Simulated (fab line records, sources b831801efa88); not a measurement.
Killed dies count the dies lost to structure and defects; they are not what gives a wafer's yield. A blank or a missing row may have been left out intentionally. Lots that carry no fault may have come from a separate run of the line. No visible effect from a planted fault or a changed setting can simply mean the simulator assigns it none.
Which tool was responsible? | flow sky130 | 36 wafers from 12 lots sampled at 2 of the route's 708 steps

## WHAT THE GAUGES SHOWED, per wafer
SKY_CONTACT_RS_MEAS_25: uses a four-point probe to measure.
lot  | measured     | on            | CONTACT_W_RS (ohm/sq)
L075 | day 32 06:18 | film metro-03 | 0.337 0.340 0.333
L076 | day 33 08:34 | film metro-03 | 0.331 0.328 0.339
L079 | day 33 16:44 | film metro-01 | 0.342 0.339 0.327
L081 | day 34 11:19 | film metro-01 | 0.340 0.342 0.338
L083 | day 35 03:44 | film metro-02 | 0.334 0.338 0.335
L085 | day 35 22:58 | film metro-01 | 0.344 0.341 0.334
L087 | day 36 09:10 | film metro-01 | 0.345 0.343 0.342
L089 | day 36 23:53 | film metro-01 | 0.329 0.336 0.340
L091 | day 37 14:33 | film metro-02 | 0.335 0.332 0.339
L093 | day 38 00:28 | film metro-03 | 0.339 0.332 0.345
L095 | day 38 13:43 | film metro-03 | 0.339 0.337 0.335
L097 | day 39 09:29 | film metro-03 | 0.344 0.341 0.341

## WHICH TOOL RAN EACH LOT (tool, then ch and the chambers of the sampled wafers, then the start)
lot  | SKY_CONTACT_CVD_24
L075 | cvd w-02 ch 0,1, day 32 06:11
L076 | cvd w-02 ch 0,1, day 33 08:26
L079 | cvd w-02 ch 0,1, day 33 16:38
L081 | cvd w-02 ch 0, day 34 11:11
L083 | cvd w-02 ch 0,1, day 35 03:37
L085 | cvd w-01 ch 0, day 35 22:50
L087 | cvd w-01 ch 0,1, day 36 09:04
L089 | cvd w-02 ch 0,1, day 36 23:46
L091 | cvd w-02 ch 0,1, day 37 14:25
L093 | cvd w-02 ch 0,1, day 38 00:20
L095 | cvd w-01 ch 0,1, day 38 13:35
L097 | cvd w-01 ch 0,1, day 39 09:22
- SKY_CONTACT_CVD_24: deposits W, target thk 340 nm, time 102.12 s.

## THE ANSWER, worked out from the rows above alone
Rule: usual is defined by the lots themselves. Put in order of their means at a reading, lots are off if they are a third of the lots or fewer, leave a main group of 4 or more, and stand apart from it by a gap of 3 or more times the standard deviation of the main group's means; of several such gaps the widest counts. If all means in a main group match to the digits the tables above print for the reading, that group is not used. A lot without any number at a reading at which 4 lots or more have one is off too. The other lots that the step has rows for count as sound.
None of the lots is off at any reading shown; this tells nothing.

## WHAT WAS PUT IN BY THE SIMULATOR
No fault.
